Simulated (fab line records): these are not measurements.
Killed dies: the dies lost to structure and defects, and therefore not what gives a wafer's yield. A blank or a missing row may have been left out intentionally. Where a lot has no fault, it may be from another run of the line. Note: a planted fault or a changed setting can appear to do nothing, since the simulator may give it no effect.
Problem report in the 8D (eight disciplines) form, filled by code | flow sky130 | the parts of the form that need people (team, actions taken, sign-off) are left out

1. PROBLEM STATEMENT
At SKY_LOCAL_INTERCONNECT_STRIP_15, strip-time-to-endpoint-s averages 4.820 s over 2 wafers from 2 lots, while fault-free wafers read 4.727 s, standard deviation 0.019. That puts it +4.9 standard deviations away from the usual mean.
The step: strips in O2/N2.
First observed at day 35 20:47: wafer L619.1, on plasma-asher-04. The record holds 33 wafers of 11 lots with a number at this step. By rule, "out" or "out of limits" means more than 4 standard deviations away from the usual mean. The other wafers with a number count as sound.

2. WHAT IT IS, AND WHAT IT ISN'T
question                    | is                       | is not
which readings at this step | strip-time-to-endpoint-s | chamber-pressure-mTorr, drypump-motor-current-A, oes-product-au
which lots                  | L619, L621               | L603, L604, L605, L606, L608, L612, L617, L623, L625
which wafers of those lots  | L619.1, L621.1           | L619.3, L619.6, L621.4, L621.5
read on which tools         | plasma-asher-04          | plasma-asher-01, plasma-asher-03
when                        | from day 35 20:47        | up to then (23 sound wafers); but 8 sound wafers of L621, L623, L625 came after

3. WHAT RULES OUT EACH SUSPECT
Counting: if a tool at a process step up to the reading ran every lot that is out, it stays a suspect. Sound lots after the first of them don't rule it out here, since some wafers of a struck lot are sound.
- rie-diel-01 at SKY_LI_CONTACT_ETCH_14 (etches BARC in N2/H2, stops on SiO2, time 45.9 s, target depth 60 nm): kept. It ran every lot that is out, first L619 (day 34 17:31); its last sound lot up to then is L612 (day 32 05:13).
- rie-metal-03 at SKY_LOCAL_INTERCONNECT_ETCH_13 (etches BARC in N2/H2, stops on SiO2, time 45.9 s, target depth 60 nm): kept. It ran every lot that is out, first L619 (day 35 20:40); its last sound lot up to then is L617 (day 35 05:58).
- plasma-asher-04 at SKY_LOCAL_INTERCONNECT_STRIP_15 (strips in O2/N2): kept. It ran every lot that is out, first L619 (day 35 20:47); its last sound lot up to then is L617 (day 35 06:05). Its own readings are out on those wafers: strip-time-to-endpoint-s.
rie-diel-01 at SKY_LI_CONTACT_ETCH_14, rie-metal-03 at SKY_LOCAL_INTERCONNECT_ETCH_13 and plasma-asher-04 at SKY_LOCAL_INTERCONNECT_STRIP_15 are what is left after counting.

4. THE CAUSE (what the simulator had put in)
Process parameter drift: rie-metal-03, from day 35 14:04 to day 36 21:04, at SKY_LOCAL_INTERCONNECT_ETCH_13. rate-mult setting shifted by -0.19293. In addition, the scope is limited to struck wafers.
Counting leaves 3 suspects; this tool is one of them.

5. THE CHAIN OF EFFECTS, in route order
Each row: a reading whose mean over the struck wafers that have a number lies more than 3 standard deviations from the usual. Only readings whose record carries a usual standard deviation are examined. hours: median over the lots of the time between each lot's start at the first step of this table that gives one and its start at this step. sigmas: the change, counted in usual standard deviations.
hours | step                            | reading                  | usual   | on struck wafers | change | sigmas
0     | SKY_LOCAL_INTERCONNECT_STRIP_15 | strip-time-to-endpoint-s | 4.727 s | 4.820            | +0.093 | +4.9
Here are the process steps it includes:
- SKY_LOCAL_INTERCONNECT_STRIP_15: strips in O2/N2.
At these later measuring or inspecting steps, every struck wafer for which the step has a row has a number for every such reading, and none has moved that far: SKY_CONTACT_THK_MEAS_03, SKY_CONTACT_OVL_MEAS_15.

6. HOW IT WOULD HAVE BEEN CAUGHT EARLIER
7 hours passed between the start of the fault at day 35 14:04 and the first reading out of limits in this record, taken at day 35 20:47.
Tool readings at SKY_LOCAL_INTERCONNECT_ETCH_13 with a usual standard deviation given in the record: none out on any struck wafer, hence no alarm at a limit of 4 standard deviations on them.
Among the 2 lots that are out, L621 began SKY_LOCAL_INTERCONNECT_ETCH_13 on rie-metal-03 after day 35 20:47. Holding the tool at that time would have saved it.
